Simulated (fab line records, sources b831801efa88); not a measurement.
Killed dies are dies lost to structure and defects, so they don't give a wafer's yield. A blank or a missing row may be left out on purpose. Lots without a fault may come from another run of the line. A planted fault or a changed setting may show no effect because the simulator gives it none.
Chamber matching | flow sky130 | SKY_LI_CONTACT_CMP_24 on cmp-01: 4 sister chambers
The step polishes, stops on PSG, t overpolish 20 s, target thk 0 nm. 8 wafers are shown with their chamber, then 7 later ones without.

WAFERS WITH THEIR CHAMBER
wafer  | chamber | time_to_endpoint_s (s) | motor_current_A (A)
L388.5 | 3       | 97                     | 10.9
L389.2 | 3       | 97                     | 10.7
L393.3 | 2       | 96                     | 10.6
L400.2 | 2       | 95                     | 10.5
L400.4 | 0       | 94                     | 11.1
L400.6 | 1       | 90                     | 10.2
L407.3 | 0       | 94                     | 11.9
L407.4 | 1       | 88                     | 11.1

WAFERS WITHOUT THEIR CHAMBER
wafer  | time_to_endpoint_s (s) | motor_current_A (A)
L407.6 | 92                     | 11.1
L408.1 | 98                     | 11.2
L408.2 | 99                     | 10.7
L408.6 | 99                     | 10.5
L410.3 | 95                     | 10.3
L410.5 | 96                     | 10.1
L410.6 | 94                     | 12.0

WHICH CHAMBER EACH WENT THROUGH
wafer  | from the rows above          | in truth
L407.6 | can't be placed: 0 or 1 or 2 | 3
L408.1 | can't be placed: 3 or 2      | 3
L408.2 | can't be placed: 3 or 2      | 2
L408.6 | can't be placed: 3 or 2      | 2
L410.3 | can't be placed: 2 or 3      | 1
L410.5 | can't be placed: 2 or 3      | 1
L410.6 | 0                            | 0
Placed correctly: 1 of 7. Can't be placed from these rows: 6 (the true chamber is among the candidates in 3). Placed wrongly: 0.
How it was worked out, from the rows above alone: a wafer's distance from a chamber is the root of the sum, over the readings, of the square of ((its reading less the chamber's mean) divided by the reading's scatter). The wafer belongs to the nearest chamber; if the next one is less than 2 further off, it can't be placed. A chamber's mean is the mean of its shown wafers. The scatter: the root of (the sum of the squares of (reading less its chamber's mean) over the shown wafers, divided by (wafers less chambers)).
